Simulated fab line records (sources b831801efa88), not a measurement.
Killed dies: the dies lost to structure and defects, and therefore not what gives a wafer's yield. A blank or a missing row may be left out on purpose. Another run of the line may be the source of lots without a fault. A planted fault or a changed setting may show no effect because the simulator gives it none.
Which tool did it? ; flow gf180mcu ; 39 wafers from 13 lots sampled at 2 of the route's 602 steps

## WHAT THE GAUGES SHOWED, per wafer
GF_STI_BOW_MEAS_00.
lot;measured;on;INCOMING_BOW (um)
L524;day 1 10:00;film-metro-04;-6 4 12
L525;day 1 15:00;film-metro-04;9 2 0
L526;day 1 20:04;film-metro-01;3 2 -2
L527;day 2 01:01;film-metro-04;-15 -16 0
L528;day 2 06:02;film-metro-01;1 3 11
L531;day 2 21:00;film-metro-01;8 5 -2
L537;day 4 03:00;film-metro-04;8 -21 -11
L539;day 4 13:03;film-metro-04;6 -12 9
L540;day 4 18:00;film-metro-03;2 -10 1
L541;day 4 23:00;film-metro-03;4 1 -3
L542;day 5 04:00;film-metro-03;-15 11 -1
L546;day 6 00:00;film-metro-01;6 -11 1
L547;day 6 05:02;film-metro-01;0 3 9

GF_MVSD_OVL_MEAS_07.
lot;measured;on;MVSD_OVL (nm)
L524;day 4 14:41;overlay-02;-0.6 -0.1 -1.7
L525;day 4 17:54;overlay-02;0.4 1.3 1.5
L526;day 5 03:52;overlay-01;0.5 2.3 0.7
L527;day 5 08:38;overlay-02;1.1 -0.9 -1.3
L528;day 5 11:10;overlay-01;-0.5 -0.4 -0.6
L531;day 6 02:45;overlay-01;-0.2 -0.6 1.3
L537;day 7 17:00;overlay-02;-1.8 -0.8 -2.0
L539;day 8 01:04;overlay-02;0.3 0.3 1.7
L540;day 8 09:17;overlay-02;-2.3 -0.3 0.2
L541;day 8 13:27;overlay-02;-0.5 0.4 0.9
L542;day 8 19:05;overlay-01;0.5 1.5 0.6
L546;day 9 17:08;overlay-02;-2.6 -3.8 -1.9
L547;day 10 00:10;overlay-01;0.0 -0.6 0.8

## EACH LOT AND THE TOOL THAT RAN IT (in order: tool; ch and the chambers of the sampled wafers; start)
No process step before these readings appears in the record.

## AS READ BY THE TOOLS THEMSELVES (means over the sampled wafers that have a number; for cases with no such wafer, the mark the record gives instead)
The record holds no such reading with a usual standard deviation.

## THE ANSWER, worked out from the rows above alone
Rule: what is usual is taken from the lots themselves. The widest of any qualifying gaps counts: lots, ordered by their means at a reading, are off when they make up no more than a third of the lots, leave a main group of 4 or more, and stand apart from it by 3 or more times the standard deviation of that group's means. If all means in a main group match to the digits the tables above print for the reading, that group is not used. Also off: a lot with no number at a reading for which 4 or more lots have one. Where the step has rows for the other lots, those lots are counted as sound. After the gauges, taken in route order, come the tools' own readings; for these a lot's mean is taken, as printed above. The first step at which some lot is off is used, and at that step the reading that is off furthest; a lot without a number counts as furthest.
None of the lots is off at any reading shown; this tells nothing.

## WHAT THE SIMULATOR HAD PUT IN
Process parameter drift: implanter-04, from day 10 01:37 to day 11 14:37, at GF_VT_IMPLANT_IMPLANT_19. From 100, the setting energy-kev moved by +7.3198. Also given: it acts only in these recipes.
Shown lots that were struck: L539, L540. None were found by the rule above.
